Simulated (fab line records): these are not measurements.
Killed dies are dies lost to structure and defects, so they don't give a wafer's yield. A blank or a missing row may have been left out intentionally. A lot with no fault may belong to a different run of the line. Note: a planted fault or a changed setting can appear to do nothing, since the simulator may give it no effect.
fab line records	flow sky130
record: lots: 12	wafers: 36	lastDay: 50
route steps=708 shown LI_CONTACT@382 LOCAL_INTERCONNECT@400 CONTACT@406 PAD_OPEN@708
lots with no fault: from the same line, run without faults
startH: hours from the record's first day to the start of the lot's first wafer shown	waitH: time in hours since the lot's previous step	" the same as in the row above	L1.1+2: a single row standing in for several wafers	- no value, or no start was given	* or withheld: withheld	< > ~ a bound
route shown NAME@n: a module of which the file shows steps, and the number in the route of the first	usual: mean and standard deviation over wafers with no fault	same: alike in all rows	chamber/n: place in a boat	sites: the reading at each site	_std_site: their standard deviation	_edge_site: inner sites' mean taken away from outer sites' mean	radiusMm: how far each site lies from the wafer's centre	mask NAME#n: copy n	behind: the tool/chamber that last shaped the wafer	hold: why the lot was held/for how many hours/how that ended	device: whichever transistor did not switch (one of n, p or np)	end of line: the route-end tests of the same wafers	where a step has no rows: the recipe by itself	killed: count of dies lost to structure and defects at first sort (not the wafer's yield)	map: a wafer's dies, marking killed ones x, the rest . and places with no die _
set.NAME: the setting as run; set.NAME@STEP: as run at that earlier step	model.NAME: the simulator's own value behind a step, which no gauge read
steps of the route over a sample of lots; a table a step, a row a wafer
services: from which hour (startH, from the record's first day; less than 0 if before it) a tool's chamber was out of use, for how many hours, and why
== steps ==
step: SKY_LI_CONTACT_SPUTTER_20
recipe: material: TiN	targetThkNm: 20	chamberPressurePa: 5	powerW: 4000	timeS: 80
usual: throttleValvePct: 29.7/0.96
lot.wafer	tool	chamber	startH	waitH	throttleValvePct
L879.2	pvdSputter-02	-	676.17	0.0	29.3
L879.3	"	-	"	"	29.6
L879.5	"	-	"	"	29.5
L880.2	pvdSputter-04	-	692.32	0.0	29.2
L880.5	"	-	"	"	27.2
L880.6	"	-	"	"	29.4
L883.2	pvdSputter-03	-	716.28	0.0	29.7
L883.4	"	-	"	"	30.2
L883.5	"	-	"	"	29.6
L885.1	pvdSputter-04	-	724.34	0.0	31.2
L885.3	"	-	"	"	27.5
L885.6	"	-	"	"	31.0
L887.2	pvdSputter-02	-	763.13	0.0	29.5
L887.3	"	-	"	"	29.9
L887.5	"	-	"	"	30.0
L893.1	pvdSputter-03	-	799.24	0.0	29.3
L893.2	"	-	"	"	30.0
L893.4	"	-	"	"	29.9
L895.3	pvdSputter-02	-	811.32	0.0	29.3
L895.4	"	-	"	"	29.7
L895.6	"	-	"	"	29.9
L897.1	pvdSputter-02	-	818.78	0.0	29.1
L897.2	"	-	"	"	30.0
L897.5	"	-	"	"	29.4
L898.2	pvdSputter-04	-	823.40	0.0	27.6
L898.3	"	-	"	"	30.5
L898.4	"	-	"	"	29.5
L899.1	pvdSputter-02	-	830.83	0.0	29.8
L899.3	"	-	"	"	29.8
L899.5	"	-	"	"	29.8
L900.1	pvdSputter-02	-	843.57	0.0	29.9
L900.3	"	-	"	"	29.3
L900.4	"	-	"	"	29.9
L901.2	pvdSputter-04	-	845.82	0.0	31.1
L901.4	"	-	"	"	27.3
L901.5	"	-	"	"	30.7
step: SKY_LOCAL_INTERCONNECT_ETCH_13
recipe: chemistry: N2/H2	target: BARC	ionEnergyEv: 200	biasW: 100	pressureMtorr: 30	n2FlowSccm: 100	h2FlowSccm: 200	icpW: 500	stopOn: SiO2	timeS: 45.9	targetDepthA: 600
usual: chamberPressureMTorr: 30.00/0.031	drypumpMotorCurrentA: 6.15/0.22	heBacksideLeakSccm: 3.36/0.17	n2FlowSccm: 99.98/0.29	oesProductAu: 0.855/0.0047	throttleValvePct: 13.225/0.0092
lot.wafer	tool	chamber	startH	waitH	chamberPressureMTorr	drypumpMotorCurrentA	heBacksideLeakSccm	n2FlowSccm	oesProductAu	rfHoursCounterH	throttleValvePct
L879.2	rieMetal-03	0	705.02	0.0	29.99	6.04	3.16	100.00	0.862	-	13.222
L879.3	"	0	"	"	29.98	5.98	3.14	100.02	0.856	-	13.212
L879.5	"	0	"	"	29.99	6.02	3.22	100.20	0.863	-	13.225
L880.2	rieMetal-02	1	721.53	0.0	30.02	6.09	3.30	100.24	0.850	12	13.220
L880.5	"	0	"	"	29.97	6.56	3.30	99.93	0.852	-	13.222
L880.6	"	1	"	"	30.02	6.09	3.33	99.92	0.858	-	13.228
L883.2	rieMetal-03	0	744.94	0.0	30.05	6.01	3.33	100.23	0.859	-	13.233
L883.4	"	0	"	"	29.96	6.05	3.25	100.01	0.855	-	13.223
L883.5	"	0	"	"	29.97	6.00	3.44	99.85	0.859	-	13.224
L885.1	rieMetal-02	1	752.77	0.0	30.03	6.08	3.32	99.69	0.850	14	13.217
L885.3	"	1	"	"	30.01	6.09	3.30	100.03	0.852	-	13.241
L885.6	"	1	"	"	30.00	6.08	3.34	100.08	0.853	-	13.234
L887.2	rieMetal-01	1	790.83	0.0	30.00	6.04	3.32	99.76	0.861	14	13.224
L887.3	"	0	"	"	30.02	6.28	3.74	100.16	0.863	-	13.231
L887.5	"	0	"	"	29.96	6.29	3.83	99.95	0.856	-	13.233
L893.1	rieMetal-02	0	827.43	0.0	29.99	6.57	3.45	99.86	0.851	3	13.228
L893.2	"	1	"	"	29.98	6.05	3.33	100.09	0.858	16	13.230
L893.4	"	0	"	"	30.00	6.54	3.33	99.49	0.863	-	13.224
L895.3	rieMetal-01	1	839.21	0.0	30.03	6.08	3.36	99.69	0.855	-	13.221
L895.4	"	0	"	"	29.98	6.30	3.21	99.78	0.857	-	13.230
L895.6	"	0	"	"	29.99	6.27	3.58	100.62	0.857	-	13.229
L897.1	rieMetal-03	0	845.63	0.0	29.98	6.06	3.37	100.10	0.864	16	13.205
L897.2	"	1	"	"	30.04	5.62	3.26	99.85	0.851	7	13.234
L897.5	"	1	"	"	30.03	5.65	3.48	99.71	0.854	-	13.225
L898.2	rieMetal-01	0	850.73	0.0	30.00	6.31	3.68	99.93	0.858	11	13.229
L898.3	"	0	"	"	29.99	6.34	3.79	100.34	0.851	-	13.234
L898.4	"	1	"	"	30.01	6.07	3.44	99.61	0.854	-	13.215
L899.1	rieMetal-01	0	857.38	0.0	30.01	6.27	3.47	100.09	0.855	12	13.223
L899.3	"	0	"	"	30.01	6.28	3.39	99.98	0.852	-	13.244
L899.5	"	0	"	"	30.00	6.28	3.72	99.56	0.855	-	13.221
L900.1	rieMetal-03	0	870.02	0.0	29.97	5.94	3.16	100.31	0.851	17	13.224
L900.3	"	1	"	"	30.02	5.63	3.46	99.75	0.862	-	13.230
L900.4	"	0	"	"	30.01	5.94	3.30	99.79	0.849	-	13.218
L901.2	rieMetal-01	1	872.07	0.0	30.02	6.08	3.35	99.99	0.845	0	13.238
L901.4	"	0	"	"	29.97	6.28	3.00	99.79	0.855	-	13.227
L901.5	"	1	"	"	29.96	6.08	3.24	99.44	0.853	-	13.206
step: SKY_CONTACT_CVD_00
recipe: material: Si3N4	targetThkNm: 75	tempC: 400	timeS: withheld	rfW: 450
usual: heaterPowerW: 762/130
lot.wafer	tool	chamber	startH	waitH	heaterPowerW
L879.2	pecvd-03	2	705.83	0.0	885
L879.3	"	0	"	"	706
L879.5	"	1	"	"	491
L880.2	pecvd-02	0	722.24	0.0	875
L880.5	"	1	"	"	656
L880.6	"	0	"	"	918
L883.2	pecvd-03	0	745.75	0.0	728
L883.4	"	1	"	"	565
L883.5	"	0	"	"	745
L885.1	pecvd-02	0	753.48	0.0	796
L885.3	"	1	"	"	700
L885.6	"	0	"	"	808
L887.2	pecvd-04	1	791.56	0.0	638
L887.3	"	0	"	"	672
L887.5	"	0	"	"	678
L893.1	pecvd-02	2	828.17	0.0	830
L893.2	"	0	"	"	817
L893.4	"	0	"	"	831
L895.3	pecvd-04	1	839.93	0.0	539
L895.4	"	2	"	"	1051
L895.6	"	1	"	"	547
L897.1	pecvd-04	1	846.35	0.0	543
L897.2	"	0	"	"	700
L897.5	"	0	"	"	704
L898.2	pecvd-03	0	851.50	0.0	848
L898.3	"	2	"	"	862
L898.4	"	0	"	"	860
L899.1	pecvd-02	0	858.28	0.0	860
L899.3	"	1	"	"	781
L899.5	"	1	"	"	778
L900.1	pecvd-03	2	870.73	0.0	837
L900.3	"	2	"	"	856
L900.4	"	0	"	"	700
L901.2	pecvd-03	0	872.78	0.0	850
L901.4	"	0	"	"	809
L901.5	"	2	"	"	790
step: SKY_CONTACT_CMP_04
recipe: material: SiO2	downForcePsi: 4	platenRpm: 60	padVelocityMS: 0.94248
usual: headPressurePsi: 3.999/0.0082	motorCurrentA: 12.6/1.8	timeToEndpointS: 81/4.1
lot.wafer	tool	chamber	startH	waitH	headPressurePsi	motorCurrentA	timeToEndpointS
L879.3	cmp-01	2	706.05	0.0	3.995	13.7	81
L879.2	"	1	"	"	4.006	14.4	80
L879.5	"	3	"	"	3.994	9.7	79
L880.2	cmp-01	3	722.56	0.1	4.009	9.6	75
L880.5	"	1	"	"	3.999	13.5	82
L880.6	"	2	"	"	3.998	13.4	81
L883.4	cmp-01	3	746.02	0.1	3.995	9.5	82
L883.2	"	0	"	"	3.997	12.3	79
L883.5	"	2	"	"	3.983	14.5	90
L885.3	cmp-01	1	753.70	0.0	3.991	13.9	82
L885.1	"	0	"	"	3.433	11.4	95
L885.6	"	1	"	"	4.001	13.2	81
L887.3	cmp-02	1	791.85	0.0	3.994	12.2	84
L887.2	"	3	"	"	3.997	14.9	84
L887.5	"	1	"	"	3.991	11.4	88
L893.4	cmp-02	3	828.46	0.1	4.002	15.5	83
L893.2	"	0	"	"	3.998	10.5	75
L893.1	"	1	"	"	4.011	11.5	85
L895.3	cmp-02	0	840.21	0.1	3.989	10.5	77
L895.4	"	2	"	"	3.991	13.0	77
L895.6	"	3	"	"	3.998	15.0	80
L897.1	cmp-02	0	846.62	0.1	4.001	10.6	75
L897.2	"	2	"	"	4.011	13.6	79
L897.5	"	0	"	"	3.999	10.8	77
L898.3	cmp-01	2	851.72	0.0	4.009	14.4	87
L898.2	"	3	"	"	4.025	9.4	81
L898.4	"	0	"	"	4.006	11.7	82
L899.1	cmp-02	1	858.61	0.1	4.004	11.6	83
L899.3	"	2	"	"	4.002	12.8	78
L899.5	"	0	"	"	3.984	10.7	74
L900.3	cmp-02	3	870.97	0.0	4.012	15.2	82
L900.4	"	0	"	"	3.993	10.7	78
L900.1	"	2	"	"	4.001	13.4	80
L901.2	cmp-01	2	873.02	0.0	3.994	14.4	83
L901.4	"	1	"	"	4.001	14.2	83
L901.5	"	2	"	"	3.985	14.8	83
step: SKY_PAD_OPEN_PROBE_99
usual: killed_at_M0_to_M3: 43/6.4	killed_at_M4_up: 2.9/1.7	killedAtContacts: 24/5	killedAtFrontEnd: 15/4	killedAtOther: 0.4/0.62	killedDies: 86/9.3	killedOnRim: 17/3.5	killedOpen: 47/6.8	killedShort: 38/5.8
same: grossDies: 492	killedAtBackSide: 0
lot.wafer	tool	chamber	startH	waitH	killed_at_M0_to_M3	killed_at_M4_up	killedAtContacts	killedAtFrontEnd	killedAtOther	killedDies	killedOnRim	killedOpen	killedShort
L879.2	prober-01	-	1076.14	0.1	31	4	22	16	0	73	13	37	36
L879.3	prober-01	-	1076.19	0.2	34	0	15	18	1	68	10	33	33
L879.5	prober-01	-	1076.29	0.2	45	0	30	16	0	91	21	54	37
L880.2	prober-02	-	1085.85	0.1	39	4	36	10	0	89	19	46	43
L880.5	prober-02	-	1086.00	0.2	42	1	19	10	0	72	14	39	32
L880.6	prober-02	-	1086.05	0.2	43	1	34	16	0	94	17	48	46
L883.2	prober-01	-	1104.74	0.1	56	2	28	20	1	107	19	57	49
L883.4	prober-01	-	1104.84	0.2	38	3	26	10	0	77	19	38	39
L883.5	prober-01	-	1104.89	0.2	39	1	14	18	0	72	15	38	34
L885.1	prober-01	-	1111.02	0.1	59	2	23	10	1	95	17	47	48
L885.3	prober-01	-	1111.12	0.2	36	2	23	17	0	78	11	38	40
L885.6	prober-01	-	1111.27	0.2	43	3	18	18	3	85	13	49	36
L887.2	prober-02	-	1139.10	0.1	52	1	26	13	1	93	15	52	40
L887.3	prober-02	-	1139.15	0.2	37	1	22	14	0	74	16	42	32
L887.5	prober-02	-	1139.25	0.2	41	2	31	14	0	88	17	57	31
L893.1	prober-02	-	1165.65	0.1	40	1	20	16	0	77	16	44	33
L893.2	prober-02	-	1165.70	0.1	38	2	26	19	0	85	26	46	39
L893.4	prober-02	-	1165.80	0.2	43	1	22	21	0	87	16	49	38
L895.3	prober-01	-	1170.33	0.2	42	7	27	10	0	86	20	38	48
L895.4	prober-01	-	1170.38	0.2	35	7	27	15	1	85	15	49	36
L895.6	prober-01	-	1170.48	0.2	39	4	18	19	0	80	18	38	42
L897.1	prober-02	-	1177.00	0.1	44	0	27	18	1	90	11	52	38
L897.2	prober-02	-	1177.05	0.1	42	3	34	12	0	91	15	52	39
L897.5	prober-02	-	1177.20	0.2	52	2	24	18	0	96	20	42	54
L898.2	prober-01	-	1180.45	0.1	48	3	27	17	0	95	18	47	46
L898.3	prober-01	-	1180.50	0.2	47	2	27	16	1	93	14	59	34
L898.4	prober-01	-	1180.55	0.2	53	1	34	21	0	109	19	67	39
L899.1	prober-02	-	1185.49	0.1	30	1	17	13	0	61	16	38	23
L899.3	prober-02	-	1185.59	0.2	29	3	25	19	1	77	12	40	37
L899.5	prober-02	-	1185.69	0.2	46	2	29	21	0	98	13	58	40
L900.1	prober-01	-	1190.34	0.1	47	4	28	12	0	91	19	51	39
L900.3	prober-01	-	1190.44	0.2	47	2	22	15	0	86	18	44	41
L900.4	prober-01	-	1190.49	0.2	51	3	28	12	0	94	18	47	47
L901.2	prober-02	-	1191.41	0.1	48	4	25	14	1	92	18	57	35
L901.4	prober-02	-	1191.51	0.2	33	0	23	22	0	78	11	38	38
L901.5	prober-02	-	1191.56	0.2	53	4	30	15	1	103	27	49	54
killed by level:class
L879.2 VIA1:geometricParticle:open=8 CONTACT:geometricParticle:open=7 LOCAL_INTERCONNECT:geometricParticle:short=5 POLY_GATE:geometricParticle:short=4 POLY_GATE:geometricParticle:open=4 LI_CONTACT:geometricParticle:open=4 VIA1:geometricParticle:short=4 METAL2:geometricParticle:short=4
L879.3 VIA3:geometricParticle:short=7 CONTACT:geometricParticle:open=6 VIA3:geometricParticle:open=6 FIELD_ISO:geometricParticle:short=5 POLY_GATE:geometricParticle:open=5 VIA1:geometricParticle:open=5 VIA2:geometricParticle:open=5 VIA1:geometricParticle:short=4
L879.5 VIA1:geometricParticle:open=14 CONTACT:geometricParticle:open=10 LI_CONTACT:geometricParticle:open=8 VIA2:geometricParticle:open=7 FIELD_ISO:geometricParticle:short=6 CONTACT:geometricParticle:short=6 VIA1:geometricParticle:short=6 POLY_GATE:geometricParticle:open=4
L880.2 CONTACT:geometricParticle:open=12 LOCAL_INTERCONNECT:geometricParticle:short=8 VIA1:geometricParticle:open=8 CONTACT:geometricParticle:short=6 VIA3:geometricParticle:open=6 VIA3:geometricParticle:short=6 VIA2:geometricParticle:open=5 LOCAL_INTERCONNECT:geometricParticle:open=4
L880.5 VIA1:geometricParticle:open=10 VIA3:geometricParticle:open=6 LI_CONTACT:geometricParticle:open=5 LOCAL_INTERCONNECT:geometricParticle:short=5 VIA2:geometricParticle:open=5 METAL1:geometricParticle:short=4 METAL3:geometricParticle:short=3 CONTACT:geometricParticle:short=3
L880.6 LI_CONTACT:geometricParticle:open=13 CONTACT:geometricParticle:open=12 VIA1:geometricParticle:short=10 VIA1:geometricParticle:open=8 METAL2:geometricParticle:short=8 FIELD_ISO:geometricParticle:short=5 LOCAL_INTERCONNECT:geometricParticle:short=4 FIELD_ISO:geometricParticle:open=3
L883.2 VIA1:geometricParticle:open=13 LI_CONTACT:geometricParticle:open=9 VIA2:geometricParticle:open=9 VIA3:geometricParticle:open=8 VIA1:geometricParticle:short=7 FIELD_ISO:geometricParticle:short=6 METAL1:geometricParticle:short=6 POLY_GATE:geometricParticle:short=5
L883.4 CONTACT:geometricParticle:open=10 VIA2:geometricParticle:open=7 CONTACT:geometricParticle:short=6 VIA1:geometricParticle:open=6 METAL3:geometricParticle:short=5 LI_CONTACT:geometricParticle:open=4 LOCAL_INTERCONNECT:geometricParticle:short=4 VIA2:geometricParticle:short=4
L883.5 VIA1:geometricParticle:open=13 FIELD_ISO:geometricParticle:short=7 METAL2:geometricParticle:short=6 VIA2:geometricParticle:open=6 CONTACT:geometricParticle:short=5 CONTACT:geometricParticle:open=5 VIA3:geometricParticle:open=4 POLY_GATE:geometricParticle:short=3
L885.1 VIA1:geometricParticle:open=14 LI_CONTACT:geometricParticle:open=9 METAL2:geometricParticle:short=8 METAL1:geometricParticle:short=7 VIA1:geometricParticle:short=7 VIA2:geometricParticle:open=7 CONTACT:geometricParticle:short=6 VIA3:geometricParticle:open=5
L885.3 VIA1:geometricParticle:open=8 VIA2:geometricParticle:open=8 LOCAL_INTERCONNECT:geometricParticle:short=6 CONTACT:geometricParticle:open=6 FIELD_ISO:geometricParticle:open=5 FIELD_ISO:geometricParticle:short=5 CONTACT:geometricParticle:short=5 METAL1:geometricParticle:short=4
L885.6 VIA1:geometricParticle:open=11 CONTACT:geometricParticle:open=7 METAL1:geometricParticle:short=7 POLY_GATE:geometricParticle:open=6 VIA3:geometricParticle:open=6 VIA2:geometricParticle:open=6 LI_CONTACT:geometricParticle:open=5 LOCAL_INTERCONNECT:geometricParticle:short=5
L887.2 VIA1:geometricParticle:open=15 CONTACT:geometricParticle:open=13 METAL2:geometricParticle:short=8 CONTACT:geometricParticle:short=7 METAL3:geometricParticle:short=7 VIA2:geometricParticle:open=6 FIELD_ISO:geometricParticle:open=5 VIA1:geometricParticle:short=4
L887.3 LI_CONTACT:geometricParticle:open=8 CONTACT:geometricParticle:open=8 METAL1:geometricParticle:short=7 FIELD_ISO:geometricParticle:open=5 VIA1:geometricParticle:open=5 VIA1:geometricParticle:short=5 VIA2:geometricParticle:open=5 VIA3:geometricParticle:open=5
L887.5 CONTACT:geometricParticle:open=12 VIA3:geometricParticle:open=9 VIA1:geometricParticle:open=9 LI_CONTACT:geometricParticle:open=8 POLY_GATE:geometricParticle:open=5 CONTACT:geometricParticle:short=5 METAL1:geometricParticle:short=4 VIA1:geometricParticle:short=4
L893.1 CONTACT:geometricParticle:open=9 VIA2:geometricParticle:open=7 FIELD_ISO:geometricParticle:open=5 VIA3:geometricParticle:short=5 LOCAL_INTERCONNECT:geometricParticle:short=5 METAL1:geometricParticle:short=5 POLY_GATE:geometricParticle:open=4 VIA1:geometricParticle:open=4
L893.2 METAL2:geometricParticle:short=10 LI_CONTACT:geometricParticle:open=9 FIELD_ISO:geometricParticle:open=8 VIA1:geometricParticle:open=7 LOCAL_INTERCONNECT:geometricParticle:short=6 CONTACT:geometricParticle:open=6 VIA2:geometricParticle:open=5 VIA3:geometricParticle:open=4
L893.4 VIA1:geometricParticle:open=9 LI_CONTACT:geometricParticle:open=8 METAL1:geometricParticle:short=8 CONTACT:geometricParticle:open=7 VIA1:geometricParticle:short=6 FIELD_ISO:geometricParticle:short=5 FIELD_ISO:geometricParticle:open=5 POLY_GATE:geometricParticle:open=5
L895.3 LI_CONTACT:geometricParticle:open=9 VIA2:geometricParticle:short=7 CONTACT:geometricParticle:open=7 VIA1:geometricParticle:open=7 METAL1:geometricParticle:short=6 METAL3:geometricParticle:short=6 CONTACT:geometricParticle:short=5 POLY_GATE:geometricParticle:open=5
L895.4 CONTACT:geometricParticle:open=11 VIA1:geometricParticle:open=10 VIA1:geometricParticle:short=6 POLY_GATE:geometricParticle:short=5 VIA3:geometricParticle:open=5 POLY_GATE:geometricParticle:open=4 LI_CONTACT:geometricParticle:open=4 LOCAL_INTERCONNECT:geometricParticle:short=4
L895.6 VIA2:geometricParticle:open=8 LOCAL_INTERCONNECT:geometricParticle:short=7 VIA1:geometricParticle:short=7 METAL2:geometricParticle:short=7 POLY_GATE:geometricParticle:short=6 CONTACT:geometricParticle:open=6 VIA1:geometricParticle:open=5 POLY_GATE:geometricParticle:open=4
L897.1 VIA1:geometricParticle:open=12 CONTACT:geometricParticle:open=9 LI_CONTACT:geometricParticle:open=8 VIA3:geometricParticle:open=8 VIA2:geometricParticle:open=7 FIELD_ISO:geometricParticle:short=6 VIA2:geometricParticle:short=6 POLY_GATE:geometricParticle:short=5
L897.2 CONTACT:geometricParticle:open=18 VIA2:geometricParticle:open=8 CONTACT:geometricParticle:short=8 VIA1:geometricParticle:open=8 VIA1:geometricParticle:short=7 METAL1:geometricParticle:short=5 POLY_GATE:geometricParticle:open=4 VIA3:geometricParticle:open=3
L897.5 CONTACT:geometricParticle:open=8 METAL1:geometricParticle:short=8 METAL2:geometricParticle:short=8 LI_CONTACT:geometricParticle:open=7 METAL3:geometricParticle:short=7 VIA1:geometricParticle:open=6 VIA2:geometricParticle:open=6 FIELD_ISO:geometricParticle:open=5
L898.2 VIA1:geometricParticle:open=17 VIA1:geometricParticle:short=10 LI_CONTACT:geometricParticle:open=9 FIELD_ISO:geometricParticle:short=7 CONTACT:geometricParticle:open=6 METAL1:geometricParticle:short=5 METAL3:geometricParticle:short=4 LOCAL_INTERCONNECT:geometricParticle:short=4
L898.3 VIA1:geometricParticle:open=16 CONTACT:geometricParticle:open=11 LI_CONTACT:geometricParticle:open=10 FIELD_ISO:geometricParticle:short=7 VIA2:geometricParticle:open=7 VIA1:geometricParticle:short=5 VIA3:geometricParticle:open=5 METAL1:geometricParticle:short=4
L898.4 VIA1:geometricParticle:open=16 LI_CONTACT:geometricParticle:open=14 VIA2:geometricParticle:open=9 VIA3:geometricParticle:open=9 CONTACT:geometricParticle:open=7 FIELD_ISO:geometricParticle:short=6 METAL2:geometricParticle:short=6 FIELD_ISO:geometricParticle:open=5
L899.1 CONTACT:geometricParticle:open=8 VIA1:geometricParticle:open=6 VIA2:geometricParticle:open=6 VIA3:geometricParticle:open=5 FIELD_ISO:geometricParticle:short=4 LOCAL_INTERCONNECT:geometricParticle:short=4 FIELD_ISO:geometricParticle:open=3 METAL1:geometricParticle:short=3
L899.3 CONTACT:geometricParticle:open=12 VIA1:geometricParticle:open=7 CONTACT:geometricParticle:short=5 LI_CONTACT:geometricParticle:open=4 METAL1:geometricParticle:short=4 VIA3:geometricParticle:open=4 FIELD_ISO:geometricParticle:short=3 FIELD_ISO:geometricParticle:open=3
L899.5 VIA1:geometricParticle:open=14 CONTACT:geometricParticle:open=11 VIA1:geometricParticle:short=7 VIA2:geometricParticle:open=7 FIELD_ISO:geometricParticle:short=6 CONTACT:geometricParticle:short=6 FIELD_ISO:geometricParticle:open=5 VIA3:geometricParticle:open=5
L900.1 CONTACT:geometricParticle:open=12 VIA1:geometricParticle:open=10 VIA2:geometricParticle:open=9 LI_CONTACT:geometricParticle:open=7 CONTACT:geometricParticle:short=5 VIA1:geometricParticle:short=5 VIA3:geometricParticle:open=5 VIA3:geometricParticle:short=4
L900.3 VIA1:geometricParticle:open=15 CONTACT:geometricParticle:open=7 VIA3:geometricParticle:open=7 VIA2:geometricParticle:open=7 CONTACT:geometricParticle:short=6 FIELD_ISO:geometricParticle:short=5 LI_CONTACT:geometricParticle:open=5 METAL2:geometricParticle:short=5
L900.4 LI_CONTACT:geometricParticle:open=9 VIA3:geometricParticle:short=7 CONTACT:geometricParticle:open=7 CONTACT:geometricParticle:short=7 VIA1:geometricParticle:open=7 VIA2:geometricParticle:open=7 METAL2:geometricParticle:short=6 VIA1:geometricParticle:short=5
L901.2 CONTACT:geometricParticle:open=14 VIA1:geometricParticle:open=13 VIA2:geometricParticle:open=8 VIA2:geometricParticle:short=6 LI_CONTACT:geometricParticle:open=6 VIA3:geometricParticle:open=5 POLY_GATE:geometricParticle:short=4 METAL1:geometricParticle:short=4
L901.4 VIA1:geometricParticle:open=10 CONTACT:geometricParticle:open=9 POLY_GATE:geometricParticle:short=6 METAL1:geometricParticle:short=6 VIA1:geometricParticle:short=5 CONTACT:geometricParticle:short=5 FIELD_ISO:geometricParticle:short=4 POLY_GATE:geometricParticle:open=4
L901.5 VIA1:geometricParticle:open=15 METAL1:geometricParticle:short=8 VIA2:geometricParticle:open=8 LI_CONTACT:geometricParticle:open=7 LOCAL_INTERCONNECT:geometricParticle:short=7 CONTACT:geometricParticle:open=7 VIA2:geometricParticle:short=7 LI_CONTACT:geometricParticle:short=6
== services ==
tool	chamber	startH	hours	kind
pecvd-02	2	655.55	4.4	repair
cmp-01	-	686.40	0.2	repair
pvdSputter-02	-	690.48	1.8	repair
rieMetal-03	1	695.42	127.2	repair
pecvd-03	2	699.77	3.6	repair
pvdSputter-04	-	700.49	14.8	repair
rieMetal-01	1	708.70	19.3	repair
cmp-01	-	732.94	5.1	pm
pecvd-04	-	745.24	1.4	repair
cmp-02	-	751.43	4.0	pm
pvdSputter-04	-	751.78	2.7	repair
cmp-01	-	781.66	5.1	pm
cmp-01	-	788.21	1.5	repair
rieMetal-02	1	800.66	10.9	repair
cmp-02	-	809.67	6.1	repair
cmp-02	-	821.56	0.5	repair
pvdSputter-03	-	825.22	1.5	repair
pecvd-02	-	838.65	2.4	repair
cmp-02	-	848.98	3.1	repair
cmp-02	-	852.05	6.3	pm
rieMetal-01	1	852.15	1.1	repair
pvdSputter-02	-	853.85	2.6	repair
pvdSputter-02	-	855.79	0.5	repair
pecvd-02	2	871.81	18.3	repair
== key ==
firstSign: step: SKY_CONTACT_CMP_04	reading: headPressurePsi	direction: down	sigmas: 69	usual: 3.999	struck: 3.433
effect: step: SKY_CONTACT_CMP_04	reading: timeToEndpointS	direction: up	sigmas: 3.4	usual: *	struck: *
metAt SKY_CONTACT_CMP_04
struckLots L885
struckWafers L885.1
testerLeftOut L885
notActingAt SKY_LI_CONTACT_SPUTTER_20,SKY_LOCAL_INTERCONNECT_ETCH_13,SKY_CONTACT_CVD_00
onsetBetween 746.02 753.70
fault: kind: processParameterDrift	tool: cmp-01	chamber: 0	onsetH: 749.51	steps: SKY_CONTACT_CMP_04	channel: downForcePsi	offset: -0.57179	shape: step	endH: 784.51	actsIn: theseRecipesOnly	stated: 4
testerLeftOut: of these lots the tester's yield and bins aren't shown, on N5 and GAA mostly nor the transistor test; their killed dies are dies lost to structure and defects alone, not to doping, threshold or leakage, so they don't give the yield
